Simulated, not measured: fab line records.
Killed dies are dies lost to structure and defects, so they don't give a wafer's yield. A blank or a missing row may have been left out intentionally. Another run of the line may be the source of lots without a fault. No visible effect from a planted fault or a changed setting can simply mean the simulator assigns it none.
The tool behind it: which one? | flow sky130 | Sampling: 24 lots, 72 wafers, 5 of 708 route steps

== WHAT THE GAUGES SHOWED, per wafer ==
SKY_VIA1_THK_MEAS_01. Usual: VIA1_HDPCVD_THK typically reads 1031 nm, with standard deviation 10.
lot  | measured     | on            | VIA1_HDPCVD_THK (nm) | flag
L074 | day 33 05:01 | film metro-03 | 1011 1037 1016       |
L075 | day 33 11:07 | film metro-03 | 1053 1031 1010       |
L076 | day 33 16:08 | film metro-02 | 1010 1013 1017       |
L077 | day 34 02:07 | film metro-03 | 1035 1032 1033       |
L079 | day 34 23:06 | film metro-03 | 1035 1026 1046       |
L080 | day 34 23:58 | film metro-02 | 1014 1036 1026       |
L078 | day 35 00:56 | film metro-01 | 1019 1032 1017       |
L081 | day 35 18:48 | film metro-01 | 1043 1038 1034       |
L082 | day 36 06:29 | film metro-02 | 1033 1042 1036       |
L083 | day 36 06:51 | film metro-01 | 1051 1032 1056       |
L084 | day 36 11:15 | film metro-02 | 1030 1029 1038       |
L085 | day 36 16:26 | film metro-01 | 1043 1034 1031       |
L086 | day 37 00:32 | film metro-01 | 1037 1036 1049       |
L087 | day 37 05:49 | film metro-02 | 1027 1039 1021       |
L088 | day 37 18:02 | film metro-01 | 1031 1031 1023       |
L089 | day 37 22:31 | film metro-02 | 1018 1029 1037       |
L090 | day 38 16:00 | film metro-02 | 1033 1019 1014       |
L092 | day 38 20:32 | film metro-01 | 1027 1038 1023       |
L091 | day 38 22:16 | film metro-02 | 1030 1039 1039       |
L093 | day 39 03:48 | film metro-02 | 1033 1024 1024       |
L094 | day 39 07:47 | film metro-03 | 1033 1031 1036       |
L095 | day 39 13:37 | film metro-03 | 1017 1028 1020       |
L096 | day 39 23:28 | film metro-02 | 1029 1021 1018       |
L097 | day 40 05:34 | film metro-02 | 1045 1032 1033       |

SKY_VIA1_CD_MEAS_12 targets a cd of 150 nm. Usual: 149.5 nm for cd nm, sd 1.9.
lot  | measured     | on        | cd nm (nm)        | flag
L074 | day 34 07:54 | cd sem-01 | 152.2 153.5 151.4 |
L075 | day 34 14:28 | cd sem-01 | 149.0 151.8 148.6 |
L076 | day 34 18:37 | cd sem-01 | 149.4 148.8 148.5 |
L077 | day 35 05:16 | cd sem-01 | 151.3 150.6 151.7 |
L079 | day 36 02:13 | cd sem-02 | 148.4 148.5 148.2 |
L080 | day 36 03:03 | cd sem-01 | 147.5 148.9 148.5 |
L078 | day 36 04:31 | cd sem-02 | 146.1 147.9 147.9 |
L081 | day 36 21:27 | cd sem-01 | 147.9 147.7 147.8 |
L082 | day 37 08:49 | cd sem-01 | 149.0 148.7 149.3 |
L083 | day 37 10:01 | cd sem-01 | 148.7 150.3 151.8 |
L084 | day 37 13:28 | cd sem-01 | 148.9 150.4 149.1 |
L085 | day 37 18:33 | cd sem-02 | 148.2 148.7 147.2 |
L086 | day 38 02:48 | cd sem-02 | 149.3 148.5 148.1 |
L087 | day 38 09:15 | cd sem-02 | 150.1 151.3 150.4 |
L088 | day 38 20:13 | cd sem-01 | 148.4 150.7 150.3 |
L089 | day 39 00:06 | cd sem-01 | 149.1 148.5 148.9 |
L090 | day 39 16:56 | cd sem-01 | 152.0 152.9 152.6 |
L092 | day 39 21:01 | cd sem-01 | 147.0 146.4 146.6 |
L091 | day 39 22:42 | cd sem-01 | 149.5 150.8 151.1 |
L093 | day 40 05:46 | cd sem-01 | 148.3 149.0 147.3 |
L094 | day 40 08:58 | cd sem-01 | 152.0 153.1 153.0 |
L095 | day 40 14:52 | cd sem-01 | 147.9 147.3 147.0 |
L096 | day 41 00:13 | cd sem-01 | 150.8 151.5 152.1 |
L097 | day 41 06:07 | cd sem-01 | 147.2 145.9 147.2 |

SKY_VIA2_CD_MEAS_12 targets a cd of 200 nm. Usual: 199.7 nm for cd nm, sd 1.5.
lot  | measured     | on        | cd nm (nm)        | flag
L074 | day 36 15:16 | cd sem-02 | 200.9 201.5 201.2 |
L075 | day 36 23:08 | cd sem-01 | 200.7 200.2 200.6 |
L076 | day 37 02:37 | cd sem-01 | 200.0 199.4 200.8 |
L077 | day 37 12:31 | cd sem-02 | 200.9 199.8 199.1 |
L079 | day 38 09:35 | cd sem-02 | 197.8 198.9 198.9 |
L080 | day 38 11:02 | cd sem-01 | 199.2 200.8 200.6 |
L078 | day 38 11:42 | cd sem-01 | 198.8 197.8 197.8 |
L081 | day 39 05:02 | cd sem-01 | 199.8 200.8 199.3 |
L082 | day 39 13:53 | cd sem-01 | 197.7 196.4 196.7 |
L083 | day 39 15:41 | cd sem-01 | 201.5 201.4 201.6 |
L084 | day 39 20:00 | cd sem-01 | 201.2 202.5 201.3 |
L085 | day 40 00:01 | cd sem-01 | 201.6 199.6 200.1 |
L086 | day 40 08:01 | cd sem-01 | 199.2 199.9 199.8 |
L087 | day 40 13:27 | cd sem-01 | 199.5 197.9 198.9 |
L088 | day 41 00:06 | cd sem-01 | 200.7 198.8 201.7 |
L089 | day 41 07:10 | cd sem-02 | 200.5 201.8 200.0 |
L090 | day 41 20:28 | cd sem-02 | 200.3 200.9 200.2 |
L092 | day 42 00:29 | cd sem-01 | 197.4 198.1 197.7 |
L091 | day 42 02:27 | cd sem-02 | 199.0 199.6 199.7 |
L093 | day 42 09:13 | cd sem-01 | 198.8 199.1 199.3 |
L094 | day 42 11:48 | cd sem-02 | 202.5 201.9 202.2 |
L095 | day 42 18:16 | cd sem-02 | 197.9 197.6 198.6 |
L096 | day 43 02:58 | cd sem-01 | 197.0 196.9 198.8 |
L097 | day 43 08:36 | cd sem-01 | 199.4 197.3 196.8 |

== WHAT TOOL EACH LOT RAN ON (gives the tool, then ch and the chambers of the sampled wafers, and finally the start) ==
lot  | SKY_METAL1_SPUTTER_01        | SKY_METAL1_ETCH_18
L074 | pvd sputter-03, day 32 00:59 | rie metal-01 ch 1, day 33 04:08
L075 | pvd sputter-01, day 32 06:21 | rie metal-02 ch 0,1, day 33 10:12
L076 | pvd sputter-01, day 32 11:18 | rie metal-02 ch 0,1, day 33 15:16
L077 | pvd sputter-01, day 32 21:34 | rie metal-04 ch 0,1, day 34 01:13
L079 | pvd sputter-03, day 33 18:43 | rie metal-01 ch 0,1, day 34 22:14
L080 | pvd sputter-01, day 33 19:05 | rie metal-04 ch 1, day 34 22:54
L078 | pvd sputter-03, day 33 20:01 | rie metal-02 ch 0, day 34 23:55
L081 | pvd sputter-03, day 34 14:56 | rie metal-04 ch 1, day 35 17:45
L082 | pvd sputter-04, day 35 03:01 | rie metal-01 ch 0,1, day 36 05:38
L083 | pvd sputter-01, day 35 03:40 | rie metal-04 ch 1, day 36 05:59
L084 | pvd sputter-03, day 35 07:30 | rie metal-04 ch 0,1, day 36 10:23
L085 | pvd sputter-03, day 35 12:54 | rie metal-01 ch 0,1, day 36 15:34
L086 | pvd sputter-04, day 35 20:26 | rie metal-01 ch 1, day 36 23:31
L087 | pvd sputter-01, day 36 03:17 | rie metal-01 ch 1, day 37 04:48
L088 | pvd sputter-04, day 36 15:09 | rie metal-01 ch 0, day 37 17:10
L089 | pvd sputter-03, day 36 19:31 | rie metal-04 ch 0,1, day 37 21:38
L090 | pvd sputter-01, day 37 12:50 | rie metal-02 ch 0,1, day 38 15:08
L092 | pvd sputter-01, day 37 17:22 | rie metal-04 ch 0,1, day 38 19:40
L091 | pvd sputter-03, day 37 18:42 | rie metal-01 ch 0,1, day 38 21:25
L093 | pvd sputter-04, day 38 01:20 | rie metal-04 ch 1, day 39 02:56
L094 | pvd sputter-04, day 38 04:46 | rie metal-04 ch 0,1, day 39 06:53
L095 | pvd sputter-04, day 38 11:57 | rie metal-02 ch 0,1, day 39 12:44
L096 | pvd sputter-04, day 38 22:04 | rie metal-04 ch 0,1, day 39 22:34
L097 | pvd sputter-01, day 39 03:38 | rie metal-01 ch 0,1, day 40 04:41
- SKY_METAL1_SPUTTER_01: material TiN, target thk 20 nm, time 16.7 s.
- SKY_METAL1_ETCH_18: etches BARC in N2/H2, stops on SiO2, time 45.9 s, target depth 60 nm.

== AS READ BY THE TOOLS THEMSELVES (means over the sampled wafers that have a number; for cases with no such wafer, the mark the record gives instead) ==
SKY_METAL1_SPUTTER_01. Usual: 29.5 % for throttle valve pct, sd 0.92.
lot  | tool           | throttle valve pct (%) | flag
L074 | pvd sputter-03 | 30.4                   |
L075 | pvd sputter-01 | 29.1                   |
L076 | pvd sputter-01 | 28.9                   |
L077 | pvd sputter-01 | 29.6                   |
L079 | pvd sputter-03 | 30.3                   |
L080 | pvd sputter-01 | 29.0                   |
L078 | pvd sputter-03 | 29.7                   |
L081 | pvd sputter-03 | 30.3                   |
L082 | pvd sputter-04 | 29.3                   |
L083 | pvd sputter-01 | 29.3                   |
L084 | pvd sputter-03 | 30.5                   |
L085 | pvd sputter-03 | 30.4                   |
L086 | pvd sputter-04 | 29.2                   |
L087 | pvd sputter-01 | 29.1                   |
L088 | pvd sputter-04 | 29.9                   |
L089 | pvd sputter-03 | 29.6                   |
L090 | pvd sputter-01 | 29.9                   |
L092 | pvd sputter-01 | 29.7                   |
L091 | pvd sputter-03 | 30.4                   |
L093 | pvd sputter-04 | 29.2                   |
L094 | pvd sputter-04 | 29.2                   |
L095 | pvd sputter-04 | 29.1                   |
L096 | pvd sputter-04 | 29.1                   |
L097 | pvd sputter-01 | 29.2                   |

SKY_METAL1_ETCH_18. Usual: drypump motor current A 5.94 A, standard deviation 0.29; he backside leak sccm 3.27 sccm, standard deviation 0.26; oes product au 0.855 a.u., standard deviation 0.0045; throttle valve pct 13.225 %, standard deviation 0.0097.
lot  | tool         | drypump motor current A (A) | he backside leak sccm (sccm) | oes product au (a.u.) | throttle valve pct (%) | flag
L074 | rie metal-01 | 5.65                        | 3.35                         | 0.855                 | 13.220                 |
L075 | rie metal-02 | 6.12                        | 3.53                         | 0.857                 | 13.219                 |
L076 | rie metal-02 | 5.91                        | 3.42                         | 0.854                 | 13.228                 |
L077 | rie metal-04 | 6.19                        | 3.16                         | 0.852                 | 13.219                 |
L079 | rie metal-01 | 5.76                        | 3.32                         | 0.858                 | 13.229                 |
L080 | rie metal-04 | 6.30                        | 3.09                         | 0.854                 | 13.227                 |
L078 | rie metal-02 | 5.67                        | 3.18                         | 0.851                 | 13.218                 |
L081 | rie metal-04 | 6.31                        | 3.19                         | 0.861                 | 13.224                 |
L082 | rie metal-01 | 5.69                        | 3.30                         | 0.857                 | 13.223                 |
L083 | rie metal-04 | 6.33                        | 3.04                         | 0.856                 | 13.220                 |
L084 | rie metal-04 | 6.18                        | 3.01                         | 0.855                 | 13.217                 |
L085 | rie metal-01 | 5.68                        | 3.32                         | 0.856                 | 13.224                 |
L086 | rie metal-01 | 5.69                        | 3.22                         | 0.854                 | 13.224                 |
L087 | rie metal-01 | 5.65                        | 3.37                         | 0.851                 | 13.232                 |
L088 | rie metal-01 | 5.83                        | 3.08                         | 0.853                 | 13.218                 |
L089 | rie metal-04 | 6.18                        | 3.12                         | 0.855                 | 13.223                 |
L090 | rie metal-02 | 6.13                        | 3.62                         | 0.857                 | 13.227                 |
L092 | rie metal-04 | 6.03                        | 3.12                         | 0.855                 | 13.218                 |
L091 | rie metal-01 | 5.71                        | 3.35                         | 0.861                 | 13.223                 |
L093 | rie metal-04 | 6.31                        | 3.02                         | 0.857                 | 13.220                 |
L094 | rie metal-04 | 6.18                        | 3.10                         | 0.854                 | 13.230                 |
L095 | rie metal-02 | 6.14                        | 3.46                         | 0.852                 | 13.224                 |
L096 | rie metal-04 | 6.02                        | 3.11                         | 0.858                 | 13.221                 |
L097 | rie metal-01 | 5.74                        | 3.23                         | 0.853                 | 13.233                 |

== THE ANSWER, worked out from the rows above alone ==
Rule: lot off if the mean of its wafers having a number is beyond 3 standard deviations from the usual mean. Also off: a lot with no number at a reading for which 4 or more lots have one. Where the step has rows for the other lots, those lots are counted as sound. First the gauges in route order, then the tools' own readings, where a lot's mean is used as printed above. The first step at which some lot is off is used, and at that step the reading that is off furthest; a lot without a number counts as furthest.
No lot is off on any of the readings shown, so nothing can be concluded from this.

== WHAT THE SIMULATOR HAD PUT IN ==
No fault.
